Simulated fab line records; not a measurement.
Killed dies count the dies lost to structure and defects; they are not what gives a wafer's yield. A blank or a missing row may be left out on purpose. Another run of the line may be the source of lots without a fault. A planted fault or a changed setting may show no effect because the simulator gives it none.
Struck lot and sound lot, side by side | flow sky130 | 17 steps out of a route of 708
Sound: the wafers L741.3, L741.5, L741.6. Struck: wafers L752.1, L752.4 (left out: L752.5, a lot-mate that was not struck); the cause follows at the end.
For every step that has rows: the tool of each side, followed by ch and its chambers, followed by its first start. Under that, the readings that differ: sound wafers | struck wafers | difference of the means | sigmas: that difference in standard deviations of wafers without a fault.
alike: same words and numbers on both sides, and readings whose means sit less than 2 such deviations apart. not compared: any withheld reading, any reading some wafer has no value for, any bound like >300 that may hide the same value, and any number with overlapping values for which the record gives no deviation.
Wherever a step has rows on one side only, a row that says differs or no value, or a row with sigmas, the two part there. Numbers that have no deviation but don't overlap get no sigmas and don't part them. A reading that every wafer of one side lacks parts them only if that side has two wafers or more.

first, 3 steps without rows for these wafers: SKY_VIA2_EXPOSE_09 (exposes mask VIM2, target cd 200 nm); SKY_VIA2_PEB_10; SKY_VIA2_DEVELOP_11 (develop time 60 s).
SKY_VIA2_CD_MEAS_12 targets a cd of 200 nm.
  struck on cdSem-01, day 40 17:12; sound on cdSem-02, day 38 07:26
  alike: cdNm
SKY_VIA2_OVL_MEAS_13:
  struck on overlay-01, day 40 17:19; sound on overlay-01, day 38 07:32
  alike: VIA2_OVL
SKY_VIA2_ETCH_14: etches BARC in N2/H2, stops on SiO2, time 45.9 s, target depth 60 nm.
  sound on rieDiel-02 ch 1,2, day 38 07:34; struck on rieDiel-02 ch 0,3, day 40 17:22
  alike: biasW, drypumpMotorCurrentA, n2FlowSccm, oesProductAu, throttleValvePct
  not compared: rfHoursCounterH
SKY_VIA2_ETCH_15: etches SiO2 in C4F8/O2/Ar, stops on TiN, target depth 546 nm, time 84 s.
  sound on rieDiel-02 ch 1,2, day 38 07:36; struck on rieDiel-02 ch 0,3, day 40 17:24
  alike: biasW, oesProductAu
  not compared: rfHoursCounterH
SKY_VIA2_STRIP_16: strips in O2/N2.
  sound on plasmaAsher-02 ch 0,1, day 38 07:42; struck on plasmaAsher-01 ch 0, day 40 17:28
  alike: drypumpMotorCurrentA, n2FlowSccm, oesProductAu, stripTimeToEndpointS
  not compared: rfHoursCounterH
then, 3 steps without rows for these wafers: SKY_VIA2_STRIP_17 (strips in post etch residue remover, time 1200 s); SKY_VIA2_CLEAN_18 (cleans in IPA, time 180 s); SKY_VIA2_CLEAN_19 (cleans in O3/DIW).
SKY_VIA2_SPUTTER_20: material TiN, target thk 20 nm, time 80 s.
  struck on pvdSputter-02, day 40 18:05; sound on pvdSputter-02, day 38 08:17
  alike: chamberPressurePa, throttleValvePct
SKY_VIA2_CVD_21: deposits W, target thk 420 nm, time 126.4 s.
  sound on cvdW-02 ch 0,1, day 38 08:23; struck on cvdW-02 ch 0, day 40 18:09
reading                           | sound             | struck      | difference | sigmas
chamberPressureTorr (Torr)        | 40.04 39.93 39.99 | 45.43 45.39 | +5.42      | +60
model.W_of_VIA2_CVD_21.thkNm (nm) | 425.1 422.9 420   | 451.3 451.7 | +28.8      | 
  alike: heaterPowerW
SKY_VIA2_RS_MEAS_22: a four-point-probe measurement.
  struck on filmMetro-04, day 40 18:17; sound on filmMetro-01, day 38 08:31
reading            | sound                | struck        | difference | sigmas
VIA2_W_RS (ohm/sq) | 0.2691 0.2708 0.2726 | 0.2535 0.2529 | -0.0176    | -6
SKY_VIA2_THK_MEAS_23: measures by xrf.
  struck on filmMetro-04, day 40 18:24; sound on filmMetro-01, day 38 08:37
reading         | sound       | struck  | difference | sigmas
VIA2_W_THK (nm) | 424 423 422 | 464 462 | +40        | +4
SKY_VIA2_CMP_24: polishes, stops on SiO2, t overpolish 20 s, target thk 0 nm.
  sound on cmp-02 ch 0,1, day 38 08:40; struck on cmp-01 ch 0,3, day 40 18:28
  alike: headPressurePsi, motorCurrentA
-- the record jumps here: 9 days lie between the struck wafers' starts before and after (it left off in module VIA2 and takes up again in module PAD_OPEN, whose first step shown is number 708 of the route) --
SKY_PAD_OPEN_PROBE_99:
  struck on prober-01, day 49 07:55; sound on prober-01, day 47 11:14
  alike: defectLimitedYield, killed_at_M0_to_M3, killed_at_M4_up, killedAtContacts, killedAtFrontEnd, killedAtOther, killedDies, killedOpen, killedShort, sort_bin_3_pad_short, sort_bin_5_function, sort_bin_6_memory, sortNPass, sortYieldPct

## WHERE THEY PART
At SKY_VIA2_CVD_21 first; at SKY_VIA2_THK_MEAS_23 last (within this record only). Later steps at which nothing parts them and some readings are alike: SKY_VIA2_CMP_24, SKY_PAD_OPEN_PROBE_99.

WHY: what the simulator had put in
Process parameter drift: cvdW-02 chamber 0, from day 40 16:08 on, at SKY_VIA2_CVD_21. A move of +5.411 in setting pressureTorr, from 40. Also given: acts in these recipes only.
